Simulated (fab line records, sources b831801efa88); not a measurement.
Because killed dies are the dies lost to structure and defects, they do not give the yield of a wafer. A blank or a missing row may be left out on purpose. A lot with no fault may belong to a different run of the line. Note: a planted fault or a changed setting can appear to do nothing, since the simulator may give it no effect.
Chamber matching | flow gf180mcu | rie-diel-02 running GF_STI_ETCH_13: 4 sister chambers
The step etches the open film in CHF3/O2, stops on Si, target depth 282.31 nm, time 112.9 s. 4 wafers are shown with their chamber, then 9 later ones without.

## WAFERS PAIRED WITH THEIR CHAMBERS
wafer  | chamber | drypump-motor-current-A (A)
L080.1 | 0       | 5.67
L086.2 | 1       | 6.15
L087.5 | 3       | 5.75
L087.6 | 2       | 6.41

## WAFERS WHOSE CHAMBER IS MISSING
wafer  | drypump-motor-current-A (A)
L089.3 | 5.66
L089.4 | 5.67
L089.5 | 5.75
L092.2 | 5.77
L092.5 | 5.81
L092.6 | 5.65
L093.1 | 5.78
L093.3 | 6.39
L093.6 | 6.42

## WHICH CHAMBER EACH ONE RAN IN
wafer  | from the rows above | in truth
L089.3 | 0                   | 0
L089.4 | 0                   | 0
L089.5 | 3                   | 3
L092.2 | 3                   | 3
L092.5 | 3                   | 3
L092.6 | 0                   | 0
L093.1 | 3                   | 3
L093.3 | 2                   | 2
L093.6 | 2                   | 2
Correctly placed: 9 of 9. Number that these rows cannot place: 0. Wrongly placed: 0.
How it was worked out, from the rows above alone: a wafer's distance from a chamber is the root of the sum, over the readings, of the square of ((its reading less the chamber's mean) divided by the reading's scatter). If the next closest chamber is less than 2 further off than the closest, the wafer can't be placed; otherwise it belongs to the closest. The mean given for a chamber averages the wafers shown for that chamber. The scatter: root of mean squared gap, hidden wafer to nearest shown wafer, with one shown wafer a chamber.
